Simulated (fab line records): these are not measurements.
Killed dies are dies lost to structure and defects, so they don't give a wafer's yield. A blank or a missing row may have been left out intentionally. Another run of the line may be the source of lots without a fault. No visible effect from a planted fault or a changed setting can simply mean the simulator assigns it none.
Which tool was responsible? | flow sky130 | 36 wafers sampled from 12 lots at 1 step of a route of 708

== WHAT THE GAUGES SHOWED, per wafer ==
SKY_LDD_LDN_TW_MEAS_13.
lot  | measured     | on            | LDD_LDN_TW
L075 | day 23 02:21 | film metro-04 | 1489 1495 1492
L077 | day 24 04:16 | film metro-03 | 1465 1458 1463
L079 | day 24 15:46 | film metro-03 | 1469 1468 1464
L081 | day 25 10:00 | film metro-03 | 1482 1471 1475
L083 | day 26 01:40 | film metro-01 | 1493 1495 1500
L085 | day 27 02:11 | film metro-03 | 1467 1479 1476
L087 | day 27 13:28 | film metro-03 | 1477 1466 1470
L089 | day 28 10:46 | film metro-04 | 1486 1490 1486
L091 | day 29 20:20 | film metro-01 | 1499 1495 1488
L092 | day 29 21:49 | film metro-01 | 1496 1494 1493
L095 | day 30 10:04 | film metro-03 | 1482 1484 1482
L097 | day 30 20:48 | film metro-04 | 1496 1500 1491

== WHAT TOOL EACH LOT RAN ON (gives the tool, then ch and the chambers of the sampled wafers, and finally the start) ==
Record: no process step prior to these readings.

== THE ANSWER, worked out from the rows above alone ==
Rule: the usual values come from the lots themselves. The widest of any qualifying gaps counts: lots, ordered by their means at a reading, are off when they make up no more than a third of the lots, leave a main group of 4 or more, and stand apart from it by 3 or more times the standard deviation of that group's means. The tables above print the reading to a certain number of digits; a main group whose means all agree to those digits is not used. Also off: a lot with no number at a reading for which 4 or more lots have one. All remaining lots with rows at the step are treated as sound.
Across all readings shown, no lot is off: no conclusion can be drawn from this.

== WHAT THE SIMULATOR HAD INSERTED ==
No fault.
